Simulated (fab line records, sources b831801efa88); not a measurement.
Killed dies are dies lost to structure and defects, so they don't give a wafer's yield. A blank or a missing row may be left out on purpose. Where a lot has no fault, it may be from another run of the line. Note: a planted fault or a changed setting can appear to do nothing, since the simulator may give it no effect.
fab line records	flow gf180mcu
record: lots: 14	wafers: 42	last-day: 34
route steps=602 shown SALICIDE@280 CONTACT@301
lots that met no fault: from a run of the same line without faults
start-h: the number of hours between the record's first day and the start of the first shown wafer of the lot	wait-h: time in hours since the lot's previous step	" identical to the entry in the row above	L1.1+2: a single row standing in for several wafers	- value missing, or start not given	* or withheld: withheld	< > ~ a bound
route shown NAME@n: a module of which the file shows steps, and the number in the route of the first	usual: average and standard deviation across the fault-free wafers	same: alike in all rows	chamber/n: place in a boat	sites: each site's reading	_std_site: the standard deviation of these	_edge_site: mean of outer sites minus mean of inner sites	radius-mm: how far each site lies from the wafer's centre	mask NAME#n: copy n	behind: the tool/chamber that last shaped the wafer	hold: cause of the lot's hold/its duration in hours/its outcome	device: the transistor (n, p or np) that didn't switch	end of line: the route-end tests of the same wafers	a step with no rows: only its recipe	killed: not the wafer's yield, but the dies lost to structure and defects at the first sort	map: the dies of a wafer, with x for killed, . for not killed, _ for no die there
set.NAME: the setting the step ran with; set.NAME@STEP: the setting that earlier step ran with	model.NAME: the simulator's own value behind a step, which no gauge read
a sample of lots followed through the steps of the route, with each step as a table and each wafer as a row
services: the hour from which a tool's chamber was out of use, counted from the record's first day as start-h (under 0 if before that day), plus the number of hours and why
== steps ==
step: GF_SALICIDE_SPUTTER_02
recipe: material: Co	target-thk-nm: 10	power-w: 1000	time-s: 20	chamber-pressure-pa: 0.4
usual: throttle-valve-pct: 30.5/0.85
lot.wafer	tool	chamber	start-h	wait-h	throttle-valve-pct
L163.2	pvd-sputter-02	-	343.23	0.0	29.0
L163.3	"	-	"	"	30.7
L163.4	"	-	"	"	30.5
L164.3	pvd-sputter-04	-	352.83	0.0	30.7
L164.4	"	-	"	"	30.8
L164.5	"	-	"	"	31.8
L165.3	pvd-sputter-01	-	354.08	0.0	30.7
L165.5	"	-	"	"	30.6
L165.6	"	-	"	"	29.8
L166.1	pvd-sputter-04	-	362.83	0.0	30.1
L166.2	"	-	"	"	31.5
L166.3	"	-	"	"	30.7
L169.2	pvd-sputter-04	-	393.84	0.0	30.7
L169.4	"	-	"	"	31.1
L169.5	"	-	"	"	31.6
L170.3	pvd-sputter-02	-	399.89	0.0	30.2
L170.4	"	-	"	"	30.8
L170.5	"	-	"	"	30.5
L172.3	pvd-sputter-02	-	418.98	0.0	30.5
L172.4	"	-	"	"	30.4
L172.5	"	-	"	"	29.5
L174.1	pvd-sputter-02	-	431.83	0.0	31.4
L174.2	"	-	"	"	30.8
L174.4	"	-	"	"	29.7
L181.1	pvd-sputter-01	-	490.33	0.0	30.8
L181.3	"	-	"	"	30.4
L181.6	"	-	"	"	30.3
L182.2	pvd-sputter-04	-	500.03	0.0	31.0
L182.4	"	-	"	"	30.3
L182.6	"	-	"	"	30.5
L183.1	pvd-sputter-02	-	511.13	0.0	29.6
L183.2	"	-	"	"	31.5
L183.3	"	-	"	"	30.8
L184.1	pvd-sputter-04	-	517.04	0.0	30.7
L184.3	"	-	"	"	31.7
L184.5	"	-	"	"	31.5
L185.2	pvd-sputter-04	-	521.92	0.0	30.2
L185.3	"	-	"	"	30.9
L185.4	"	-	"	"	30.9
L186.2	pvd-sputter-04	-	532.03	0.0	30.3
L186.3	"	-	"	"	30.9
L186.4	"	-	"	"	31.1
step: GF_SALICIDE_RS_MEAS_04
recipe: thk-meas-gauge: four-point-probe	reads: TiN_of_SALICIDE_SPUTTER_03+Co_of_SALICIDE_SPUTTER_02
usual: SALICIDE_TIN_RS: 16.3/0.32
lot.wafer	tool	chamber	start-h	wait-h	SALICIDE_TIN_RS[ohm/sq]
L163.2	film-metro-02	-	343.31	0.0	16.0
L163.3	"	-	"	"	16.3
L163.4	"	-	"	"	16.0
L164.3	film-metro-02	-	352.93	0.1	15.9
L164.4	"	-	"	"	15.8
L164.5	"	-	"	"	15.9
L165.3	film-metro-03	-	354.18	0.1	16.9
L165.5	"	-	"	"	16.9
L165.6	"	-	"	"	17.0
L166.1	film-metro-03	-	362.88	0.0	16.3
L166.2	"	-	"	"	16.3
L166.3	"	-	"	"	16.1
L169.2	film-metro-03	-	393.92	0.0	16.1
L169.4	"	-	"	"	16.3
L169.5	"	-	"	"	16.0
L170.3	film-metro-03	-	399.99	0.1	17.0
L170.4	"	-	"	"	16.8
L170.5	"	-	"	"	16.8
L172.3	film-metro-03	-	419.07	0.1	10.4
L172.4	"	-	"	"	16.3
L172.5	"	-	"	"	16.7
L174.1	film-metro-01	-	431.88	0.0	16.6
L174.2	"	-	"	"	10.4
L174.4	"	-	"	"	16.6
L181.1	film-metro-01	-	490.39	0.0	16.0
L181.3	"	-	"	"	16.1
L181.6	"	-	"	"	16.2
L182.2	film-metro-03	-	500.10	0.0	16.0
L182.4	"	-	"	"	16.1
L182.6	"	-	"	"	16.0
L183.1	film-metro-02	-	511.19	0.0	15.9
L183.2	"	-	"	"	16.2
L183.3	"	-	"	"	16.2
L184.1	film-metro-02	-	517.10	0.0	16.2
L184.3	"	-	"	"	16.0
L184.5	"	-	"	"	16.0
L185.2	film-metro-03	-	522.00	0.0	16.4
L185.3	"	-	"	"	16.4
L185.4	"	-	"	"	16.2
L186.2	film-metro-02	-	532.10	0.0	16.0
L186.3	"	-	"	"	16.2
L186.4	"	-	"	"	16.5
step: GF_SALICIDE_RTA_06
recipe: temp-c: 530	time-s: 30	ambient: N2
usual: lamp-power-pct: 6.3/0.78	wafer_temp_C_max: 531.7/0.41
lot.wafer	tool	chamber	start-h	wait-h	lamp-power-pct	wafer_temp_C_max
L163.2	rtp-anneal-02	0	343.48	0.1	5.5	531.7
L163.3	"	0	"	"	5.5	531.5
L163.4	"	0	"	"	5.5	531.6
L164.3	rtp-anneal-02	0	353.10	0.1	5.5	531.6
L164.4	"	0	"	"	5.5	532.1
L164.5	"	0	"	"	5.5	532.3
L165.3	rtp-anneal-01	0	354.35	0.1	7.0	532.1
L165.5	"	0	"	"	7.0	531.8
L165.6	"	0	"	"	7.0	531.6
L166.1	rtp-anneal-02	0	363.06	0.1	5.5	531.3
L166.2	"	0	"	"	5.5	531.6
L166.3	"	0	"	"	5.5	531.8
L169.2	rtp-anneal-02	0	394.09	0.1	5.5	531.9
L169.4	"	0	"	"	5.5	531.1
L169.5	"	0	"	"	5.5	531.3
L170.3	rtp-anneal-01	0	400.16	0.1	7.0	531.7
L170.4	"	0	"	"	7.0	532.2
L170.5	"	0	"	"	7.0	532.1
L172.3	rtp-anneal-01	0	419.25	0.1	7.0	531.5
L172.4	"	0	"	"	7.0	532.0
L172.5	"	0	"	"	7.0	531.3
L174.1	rtp-anneal-01	0	432.06	0.1	7.0	531.1
L174.2	"	0	"	"	7.0	531.5
L174.4	"	0	"	"	7.0	531.3
L181.1	rtp-anneal-01	0	490.57	0.1	7.0	531.2
L181.3	"	0	"	"	7.0	531.6
L181.6	"	0	"	"	7.0	532.1
L182.2	rtp-anneal-02	0	500.28	0.1	5.5	531.8
L182.4	"	0	"	"	5.5	531.8
L182.6	"	0	"	"	5.5	531.8
L183.1	rtp-anneal-01	0	511.37	0.1	7.0	531.6
L183.2	"	0	"	"	7.0	531.0
L183.3	"	0	"	"	7.0	531.6
L184.1	rtp-anneal-02	0	517.28	0.1	5.5	532.0
L184.3	"	0	"	"	5.5	531.4
L184.5	"	0	"	"	5.5	531.3
L185.2	rtp-anneal-02	0	522.17	0.1	5.5	531.9
L185.3	"	0	"	"	5.5	531.4
L185.4	"	0	"	"	5.5	532.4
L186.2	rtp-anneal-01	0	532.28	0.1	7.0	531.9
L186.3	"	0	"	"	7.0	531.7
L186.4	"	0	"	"	7.0	532.3
step: GF_CONTACT_CD_MEAS_14
recipe: target-cd-nm: 220
usual: cd-nm: 220.2/1.2
lot.wafer	tool	chamber	start-h	wait-h	cd-nm
L163.2	cd-sem-01	-	366.55	0.1	219.3
L163.3	"	-	"	"	219.2
L163.4	"	-	"	"	219.8
L164.3	cd-sem-01	-	376.28	0.1	219.9
L164.4	"	-	"	"	220.6
L164.5	"	-	"	"	219.5
L165.3	cd-sem-01	-	377.32	0.1	222.5
L165.5	"	-	"	"	221.2
L165.6	"	-	"	"	220.0
L166.1	cd-sem-02	-	386.59	0.1	219.9
L166.2	"	-	"	"	221.1
L166.3	"	-	"	"	221.5
L169.2	cd-sem-01	-	418.20	0.1	218.7
L169.4	"	-	"	"	218.9
L169.5	"	-	"	"	219.5
L170.3	cd-sem-02	-	424.58	0.1	219.1
L170.4	"	-	"	"	219.2
L170.5	"	-	"	"	217.7
L172.3	cd-sem-01	-	444.16	0.1	219.8
L172.4	"	-	"	"	220.6
L172.5	"	-	"	"	220.2
L174.1	cd-sem-01	-	456.97	0.1	220.1
L174.2	"	-	"	"	220.4
L174.4	"	-	"	"	221.4
L181.1	cd-sem-01	-	514.58	0.1	218.5
L181.3	"	-	"	"	219.6
L181.6	"	-	"	"	218.6
L182.2	cd-sem-01	-	523.83	0.1	219.4
L182.4	"	-	"	"	220.6
L182.6	"	-	"	"	221.3
L183.1	cd-sem-02	-	535.63	0.1	221.5
L183.2	"	-	"	"	220.4
L183.3	"	-	"	"	218.3
L184.1	cd-sem-01	-	540.03	0.1	219.9
L184.3	"	-	"	"	218.6
L184.5	"	-	"	"	219.8
L185.2	cd-sem-01	-	545.85	0.1	221.1
L185.3	"	-	"	"	220.7
L185.4	"	-	"	"	220.5
L186.2	cd-sem-01	-	554.85	0.1	223.0
L186.3	"	-	"	"	221.7
L186.4	"	-	"	"	221.3
step: GF_CONTACT_OVL_MEAS_15
usual: CONTACT_OVL: 4/4.9
lot.wafer	tool	chamber	start-h	wait-h	CONTACT_OVL[nm]
L163.2	overlay-01	-	366.66	0.1	0
L163.3	"	-	"	"	0
L163.4	"	-	"	"	10
L164.3	overlay-01	-	376.37	0.1	17
L164.4	"	-	"	"	5
L164.5	"	-	"	"	7
L165.3	overlay-01	-	377.41	0.1	5
L165.5	"	-	"	"	9
L165.6	"	-	"	"	9
L166.1	overlay-02	-	386.71	0.1	-5
L166.2	"	-	"	"	-5
L166.3	"	-	"	"	-2
L169.2	overlay-02	-	418.31	0.1	5
L169.4	"	-	"	"	5
L169.5	"	-	"	"	2
L170.3	overlay-02	-	424.67	0.1	13
L170.4	"	-	"	"	10
L170.5	"	-	"	"	5
L172.3	overlay-02	-	444.25	0.1	11
L172.4	"	-	"	"	9
L172.5	"	-	"	"	7
L174.1	overlay-01	-	457.09	0.1	1
L174.2	"	-	"	"	1
L174.4	"	-	"	"	3
L181.1	overlay-02	-	514.70	0.1	5
L181.3	"	-	"	"	-6
L181.6	"	-	"	"	1
L182.2	overlay-01	-	523.94	0.1	5
L182.4	"	-	"	"	4
L182.6	"	-	"	"	2
L183.1	overlay-01	-	535.75	0.1	5
L183.2	"	-	"	"	1
L183.3	"	-	"	"	2
L184.1	overlay-01	-	540.15	0.1	4
L184.3	"	-	"	"	-4
L184.5	"	-	"	"	2
L185.2	overlay-02	-	545.96	0.1	-4
L185.3	"	-	"	"	3
L185.4	"	-	"	"	0
L186.2	overlay-01	-	554.96	0.1	9
L186.3	"	-	"	"	5
L186.4	"	-	"	"	10
== services ==
tool	chamber	start-h	hours	kind
pvd-sputter-04	2	345.75	-	consumable-replace:kit
pvd-sputter-04	2	345.75	18.0	scheduled-down
pvd-sputter-04	2	345.75	18.0	vent-cycle
pvd-sputter-02	-	370.60	2.3	repair
pvd-sputter-02	-	371.86	1.3	repair
pvd-sputter-01	-	384.16	51.6	repair
pvd-sputter-01	-	435.87	5.7	repair
pvd-sputter-04	-	445.61	4.3	repair
pvd-sputter-02	1	455.98	-	consumable-replace:kit
pvd-sputter-02	1	455.98	18.0	scheduled-down
pvd-sputter-02	1	455.98	18.0	vent-cycle
pvd-sputter-01	0	520.77	-	consumable-replace:kit
pvd-sputter-01	0	520.77	18.0	scheduled-down
pvd-sputter-01	0	520.77	18.0	vent-cycle
pvd-sputter-01	-	532.16	1.3	repair
== key ==
first-sign: step: GF_SALICIDE_RS_MEAS_04	reading: SALICIDE_TIN_RS	direction: down	sigmas: 18	usual: 16.3	struck: 10.4
effect none on later readings
met-at GF_SALICIDE_SPUTTER_02
struck-lots L172,L174
struck-wafers L172.3,L174.2
tester-left-out L172,L174
not-acting-at GF_SALICIDE_RTA_06,GF_CONTACT_CD_MEAS_14,GF_CONTACT_OVL_MEAS_15
onset-between 399.89 418.98
fault: kind: process-parameter-drift	tool: pvd-sputter-02	chamber: -	onset-h: 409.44	steps: GF_SALICIDE_SPUTTER_02	channel: target-thk-nm	offset: 6.122	shape: step	end-h: 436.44	acts-in: these-recipes-only	stated: 10	scope: struck-wafers-only
tester-left-out: of these lots the tester's yield and bins aren't shown, on N5 and GAA mostly nor the transistor test; their killed dies are dies lost to structure and defects alone, not to doping, threshold or leakage, so they don't give the yield
